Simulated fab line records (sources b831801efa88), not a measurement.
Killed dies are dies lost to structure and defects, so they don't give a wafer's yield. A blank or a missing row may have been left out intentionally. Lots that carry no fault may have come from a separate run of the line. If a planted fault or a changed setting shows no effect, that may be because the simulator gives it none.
A lot that was struck, set against a sound lot :: flow sky130 :: 18 steps out of a route of 708
Sound: these wafers, L384.2, L384.3, L384.6. Struck: wafers L400.2, L400.4. (L400.3 of the same lot was not struck and is left out.) The cause comes at the end.
Order at every step that has rows: each side's tool, ch and its chambers, its first start. Under that, the readings that differ: sound wafers :: struck wafers :: difference of the means :: sigmas: that difference in standard deviations of wafers without a fault.
alike: readings with means less than 2 such deviations apart, plus words and numbers identical on both sides. not compared: withheld readings, readings lacking a value on some wafer, bounds such as >300 that could conceal the same value, and numbers that have no deviation in the record and whose values overlap.
A row with sigmas, a row that says differs or no value, or rows on one side alone: a step with any of these is where the two part. When numbers do not overlap yet have no deviation, they are printed without sigmas and do not part them. A reading missing from all wafers of one side parts the sides only when that side holds two or more wafers.

first, 3 steps without rows for these wafers: SKY_VIA1_EXPOSE_09 (exposes mask VIM, target cd 150 nm); SKY_VIA1_PEB_10; SKY_VIA1_DEVELOP_11 (develop time 60 s).
SKY_VIA1_CD_MEAS_12: target cd 150 nm.
  sound: cd sem-01 at day 34 20:58; struck: cd sem-01 at day 39 20:49
  alike: cd nm
SKY_VIA1_OVL_MEAS_13:
  sound: overlay-01 at day 34 21:04; struck: overlay-02 at day 39 20:55
  alike: VIA1_OVL
SKY_VIA1_ETCH_14: etches BARC in N2/H2, stops on SiO2, time 45.9 s, target depth 60 nm.
  sound on rie diel-03 ch 0,2,3, day 34 21:06; struck on rie diel-03 ch 2,3, day 39 20:57
  alike: bias w, drypump motor current A, oes product au, throttle valve pct
  not compared: rf hours counter h
SKY_VIA1_ETCH_15: etches SiO2 in C4F8/O2/Ar, stops on TiN, target depth 351 nm, time 54 s.
  sound on rie diel-03 ch 0,2,3, day 34 21:08; struck on rie diel-03 ch 2,3, day 39 20:59
  alike: bias w, oes product au
SKY_VIA1_STRIP_16: strips in O2/N2.
  sound on plasma asher-03 ch 0,1, day 34 21:11; struck on plasma asher-01 ch 0, day 39 21:02
  alike: drypump motor current A, oes product au, strip time to endpoint s
  not compared: rf hours counter h
then, 3 steps without rows for these wafers: SKY_VIA1_STRIP_17 (strips in post etch residue remover, time 1200 s); SKY_VIA1_CLEAN_18 (cleans in IPA, time 180 s); SKY_VIA1_CLEAN_19 (cleans in O3/DIW).
SKY_VIA1_SPUTTER_20: material TiN, target thk 20 nm, time 80 s.
  sound: pvd sputter-04 at day 34 21:47; struck: pvd sputter-04 at day 39 21:43
  alike: throttle valve pct
SKY_VIA1_CVD_21: deposits W, target thk 270 nm, time 80.902 s.
  sound on cvd w-02 ch 0,1, day 34 21:50; struck on cvd w-02 ch 1, day 39 21:46
reading: model.W_of_VIA1_CVD_21.thk nm (nm)
sound: 279.8 279.3 267.3
struck: 90.79 91.95
difference: -184.10
sigmas: 
  alike: heater power w, susceptor temp C
SKY_VIA1_RS_MEAS_22: measures by four-point-probe.
  sound: film metro-01 at day 34 21:58; struck: film metro-02 at day 39 21:53
reading: VIA1_W_RS (ohm/sq)
sound: 0.412 0.413 0.431
struck: 1.313 1.294
difference: +0.885
sigmas: +89
SKY_VIA1_THK_MEAS_23: measures by xrf.
  sound: film metro-01 at day 34 22:04; struck: film metro-02 at day 39 21:59
reading: VIA1_W_THK (nm)
sound: 279 279 267
struck: 91 93
difference: -183
sigmas: -26
SKY_VIA1_CMP_24: polishes, stops on SiO2, t overpolish 15 s, target thk 0 nm.
  sound on cmp-01 ch 1,2,3, day 34 22:07; struck on cmp-01 ch 0,3, day 39 22:05
reading: time to endpoint s (s)
sound: 66 66 68
struck: 24 22
difference: -44
sigmas: -11
  alike: motor current A
SKY_METAL2_SPUTTER_00: material Ti, target thk 15 nm, time 10 s.
  sound: pvd sputter-03 at day 34 22:25; struck: pvd sputter-02 at day 39 22:20
  alike: throttle valve pct
following that, these wafers have no rows for 1 step: SKY_PAD_OPEN_PROBE_99.

## WHERE THEY PART
Earliest at SKY_VIA1_RS_MEAS_22; latest, in this record, at SKY_VIA1_CMP_24. Later steps at which nothing parts them and some readings are alike: SKY_METAL2_SPUTTER_00.

WHY: what the simulator had put in
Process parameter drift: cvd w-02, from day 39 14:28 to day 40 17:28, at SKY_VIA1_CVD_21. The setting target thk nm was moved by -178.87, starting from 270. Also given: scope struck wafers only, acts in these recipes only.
